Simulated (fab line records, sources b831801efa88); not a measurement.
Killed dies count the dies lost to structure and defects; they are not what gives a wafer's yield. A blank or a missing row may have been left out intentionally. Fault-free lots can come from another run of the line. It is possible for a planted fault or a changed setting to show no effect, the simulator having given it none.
Which tool was responsible? | flow gf180mcu | 11 lots with 33 wafers sampled at 2 steps, on a route of 602 steps

== WHAT THE GAUGES SHOWED, per wafer ==
GF_HV_LDD_THK_MEAS_57.
lot  | measured     | on           | HV_LDD_CVD_56_THK (nm)
L587 | day 12 17:22 | filmMetro-02 | 89.6 88.8 88.6
L589 | day 13 01:28 | filmMetro-01 | 91.0 91.3 91.4
L590 | day 13 19:07 | filmMetro-02 | 89.2 89.7 89.6
L591 | day 14 06:16 | filmMetro-02 | 89.1 89.8 90.0
L592 | day 14 12:17 | filmMetro-01 | 89.7 89.0 89.6
L594 | day 14 21:10 | filmMetro-04 | 88.9 89.2 89.1
L593 | day 15 00:01 | filmMetro-01 | 90.3 89.8 89.6
L596 | day 15 19:22 | filmMetro-02 | 91.9 91.2 91.0
L597 | day 16 02:02 | filmMetro-01 | 88.9 89.2 89.9
L601 | day 17 01:56 | filmMetro-02 | 86.6 86.2 86.8
L608 | day 19 10:31 | filmMetro-02 | 89.7 89.2 90.0

== TOOL THAT RAN EACH LOT (tool first, then ch and the chambers of the sampled wafers, then the start) ==
lot  | GF_HV_LDD_CVD_56
L587 | lpcvd-02 ch 0, day 12 15:56
L589 | lpcvd-02 ch 0, day 13 00:01
L590 | lpcvd-01 ch 0, day 13 17:41
L591 | lpcvd-01 ch 1, day 14 04:49
L592 | lpcvd-02 ch 1, day 14 10:52
L594 | lpcvd-02 ch 0, day 14 19:44
L593 | lpcvd-02 ch 1, day 14 22:34
L596 | lpcvd-01 ch 1, day 15 17:56
L597 | lpcvd-02 ch 0, day 16 00:37
L601 | lpcvd-01 ch 1, day 17 00:29
L608 | lpcvd-02 ch 1, day 19 09:05
- GF_HV_LDD_CVD_56: deposits Si3N4 from DCS/NH3, target thk 90 nm, time 1543 s.

== THE ANSWER, worked out from the rows above alone ==
Rule: usual is defined by the lots themselves. The widest of any qualifying gaps counts: lots, ordered by their means at a reading, are off when they make up no more than a third of the lots, leave a main group of 4 or more, and stand apart from it by 3 or more times the standard deviation of that group's means. If all means in a main group match to the digits the tables above print for the reading, that group is not used. A lot without any number at a reading at which 4 lots or more have one is off too. All remaining lots with rows at the step are treated as sound.
Off: L601, seen at GF_HV_LDD_THK_MEAS_57 (HV_LDD_CVD_56_THK). Mean 89.8 nm and standard deviation 0.79 in the main group.
If a tool, at a process step before that reading, ran all the lots that are off and no sound lot after the first of them, it fits. Gauges at GF_HV_LDD_THK_MEAS_57: tried the same way as those tools. One fits: lpcvd-01 at GF_HV_LDD_CVD_56. A fault onset in the window from L596 (day 15 17:56, its last sound lot) to L601 (day 17 00:29, its first lot off) fits.

== WHAT THE SIMULATOR PUT IN ==
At GF_HV_LDD_CVD_56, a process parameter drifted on lpcvd-01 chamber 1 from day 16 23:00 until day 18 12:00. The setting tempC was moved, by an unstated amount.
Struck lots among those shown: L601. The rule above reached the same finding.
